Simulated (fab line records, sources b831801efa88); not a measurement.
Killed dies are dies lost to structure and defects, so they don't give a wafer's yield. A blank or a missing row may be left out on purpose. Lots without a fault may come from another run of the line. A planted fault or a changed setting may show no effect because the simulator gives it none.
Problem report in the 8D (eight disciplines) form, filled by code | flow gf180mcu | the parts of the form that need people (team, actions taken, sign-off) are left out

1. THE PROBLEM
exposure_dose_mJ_cm2 at GF_VT_IMPLANT_EXPOSE_04 reads a mean of 128.62 on 6 wafers of 2 lots; wafers without a fault read 139.98 with a standard deviation of 0.14. That is -81 standard deviations from the usual mean.
The step: exposes mask LVPWELL LV AREA, target cd 600 nm.
First seen on wafer L803.2, day 9 14:28, on iline_stepper-01. The record holds 42 wafers of 14 lots with a number at this step. Rule for "out", or "out of limits": more than 4 standard deviations from the usual mean. The other wafers with a number count as sound.

2. WHAT IT IS AND WHAT IT IS NOT
question                    | is                     | is not
which readings at this step | exposure_dose_mJ_cm2   | -
which lots                  | L803, L804             | L786, L788, L789, L790, L791, L792, L793, L796, L797, L798, L799, L809
which wafers of those lots  | all that have a number | -
read on which tools         | iline_stepper-01       | iline_stepper-02
when                        | from day 9 14:28       | up to then (33 sound wafers); but 3 sound wafers of L809 came after

3. SUSPECTS, AND WHAT RULES EACH OUT
Counting: a tool at a process step up to the reading stays a suspect if it ran every lot that is out and no sound lot after the first of them.
- plasma_asher-04 at GF_NWELL_STRIP_10 (strips in O2/N2): ruled out as a lasting fault. Sound lots L809 ran on it after its first lot that is out, L803 (day 7 05:31).
- iline_stepper-01 at GF_VT_IMPLANT_EXPOSE_04 (exposes mask LVPWELL LV AREA, target cd 600 nm): kept. It ran every lot that is out, first L803 (day 9 14:28), and no sound lot after that; its last sound lot up to then is L799 (day 8 16:43). Its own readings are out on those wafers: exposure_dose_mJ_cm2.
Left after counting: iline_stepper-01 at GF_VT_IMPLANT_EXPOSE_04.

4. THE CAUSE (what the simulator had put in)
Process parameter drift: iline_stepper-01, from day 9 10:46 on, at GF_VT_IMPLANT_EXPOSE_04. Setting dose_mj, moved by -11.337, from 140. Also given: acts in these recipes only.
Counting left only this tool.

5. THE CHAIN OF EFFECTS, in route order
Each row: a reading whose mean over the struck wafers that have a number lies more than 3 standard deviations from the usual. Only readings for which the record gives a usual standard deviation are gone through. hours: the time from each lot's start at the first step in this table that gives one to its start at this step, as a median over the lots. sigmas: the change in usual standard deviations.
hours | step                    | reading              | usual  | on struck wafers | change | sigmas
0     | GF_VT_IMPLANT_EXPOSE_04 | exposure_dose_mJ_cm2 | 139.98 | 128.62           | -11.36 | -81
The process steps in it:
- GF_VT_IMPLANT_EXPOSE_04: exposes mask LVPWELL LV AREA, target cd 600 nm.
Later measuring or inspecting steps at which every struck wafer that the step has a row for has a number for every such reading, and none has moved that far: GF_VT_IMPLANT_OVL_MEAS_29.

6. WHAT WOULD HAVE CAUGHT IT SOONER
In this record the first reading out of limits was taken at day 9 14:28, 4 hours after the fault began at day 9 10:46.
